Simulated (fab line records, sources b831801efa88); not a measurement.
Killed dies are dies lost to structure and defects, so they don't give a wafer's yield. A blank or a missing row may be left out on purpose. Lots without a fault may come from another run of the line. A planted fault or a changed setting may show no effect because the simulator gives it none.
Which tool did it? | flow gf180mcu | 13 lots, 39 wafers sampled, at 2 steps of a route of 602

WHAT THE GAUGES READ, wafer by wafer
GF_V4_OVL_MEAS_15. Usual: V4_OVL 1 nm, standard deviation 5.8.
lot  | measured     | on         | V4_OVL (nm) | flag
L540 | day 24 23:02 | overlay-02 | -1 4 2      |
L541 | day 25 08:00 | overlay-01 | -5 2 -7     |
L542 | day 25 16:23 | overlay-02 | 1 -4 -4     |
L543 | day 25 23:00 | overlay-02 | 13 0 5      |
L544 | day 26 10:11 | overlay-01 | 9 3 2       |
L545 | day 26 14:47 | overlay-01 | -17 -14 -6  |
L546 | day 26 20:47 | overlay-01 | -4 2 4      |
L547 | day 27 03:59 | overlay-02 | 7 -2 6      |
L549 | day 27 20:15 | overlay-01 | -2 1 1      |
L551 | day 28 13:21 | overlay-01 | 0 -2 -5     |
L557 | day 30 00:56 | overlay-01 | 9 2 -1      |
L561 | day 31 06:35 | overlay-01 | -5 -8 -8    |
L562 | day 31 10:29 | overlay-02 | -6 5 -3     |

WHICH TOOL RAN EACH LOT (tool, then ch and the chambers of the sampled wafers, then the start)
lot  | GF_VT_IMPLANT_STRIP_09
L540 | plasma_asher-04 ch 0,1, day 5 23:18
L541 | plasma_asher-03 ch 0,1, day 6 06:31
L542 | plasma_asher-01 ch 0,1, day 6 11:35
L543 | plasma_asher-04 ch 0,1, day 6 17:15
L544 | plasma_asher-01 ch 0, day 7 02:54
L545 | plasma_asher-01 ch 0,1, day 7 06:37
L546 | plasma_asher-04 ch 0,1, day 7 10:43
L547 | plasma_asher-04 ch 0,1, day 7 16:33
L549 | plasma_asher-04 ch 0,1, day 8 05:07
L551 | plasma_asher-04 ch 0,1, day 8 20:57
L557 | plasma_asher-03 ch 0,1, day 10 06:43
L561 | plasma_asher-03 ch 0,1, day 11 07:28
L562 | plasma_asher-04 ch 0,1, day 11 15:05
- GF_VT_IMPLANT_STRIP_09: strips in O2/N2.

WHAT THE TOOLS THEMSELVES READ (means of the sampled wafers that have a number; where no wafer has one, the mark that the record gives instead)
GF_VT_IMPLANT_STRIP_09. Usual: drypump_motor_current_A 5.7 A, standard deviation 0.42; heater_power_w 346 W, standard deviation 27; oes_product_au 0.716 a.u., standard deviation 0.0045; strip_time_to_endpoint_s 12.659 s, standard deviation 0.029.
lot  | tool            | drypump_motor_current_A (A) | heater_power_w (W) | oes_product_au (a.u.) | strip_time_to_endpoint_s (s) | flag
L540 | plasma_asher-04 | 5.5                         | 374                | 0.717                 | 12.659                       |
L541 | plasma_asher-03 | 6.2                         | 301                | 0.713                 | 12.680                       |
L542 | plasma_asher-01 | 5.9                         | 330                | 0.718                 | 12.655                       |
L543 | plasma_asher-04 | 5.5                         | 377                | 0.716                 | 12.679                       |
L544 | plasma_asher-01 | 5.1                         | 339                | 0.717                 | 12.686                       |
L545 | plasma_asher-01 | 5.9                         | 328                | 0.715                 | 12.612                       |
L546 | plasma_asher-04 | 5.5                         | 375                | 0.715                 | 12.709                       |
L547 | plasma_asher-04 | 5.5                         | 374                | 0.712                 | 12.673                       |
L549 | plasma_asher-04 | 5.5                         | 371                | 0.719                 | 12.654                       |
L551 | plasma_asher-04 | 5.5                         | 370                | 0.709                 | 12.700                       |
L557 | plasma_asher-03 | 5.9                         | 310                | 0.713                 | 12.630                       |
L561 | plasma_asher-03 | 6.2                         | 306                | 0.716                 | 12.656                       |
L562 | plasma_asher-04 | 5.5                         | 373                | 0.714                 | 12.647                       |

THE ANSWER, worked out from the rows above alone
Rule: a lot is off if the mean of its wafers that have a number lies more than 3 standard deviations from the usual mean. A lot without any number at a reading at which 4 lots or more have one is off too. The other lots that the step has rows for count as sound. The gauges are gone through in route order, then the tools' own readings, and for those a lot's mean is taken as printed above. The first step at which some lot is off is used, and at that step the reading that is off furthest; a lot without a number counts as furthest.
No lot is off at any reading shown: from this, nothing can be told.

WHAT THE SIMULATOR HAD PUT IN
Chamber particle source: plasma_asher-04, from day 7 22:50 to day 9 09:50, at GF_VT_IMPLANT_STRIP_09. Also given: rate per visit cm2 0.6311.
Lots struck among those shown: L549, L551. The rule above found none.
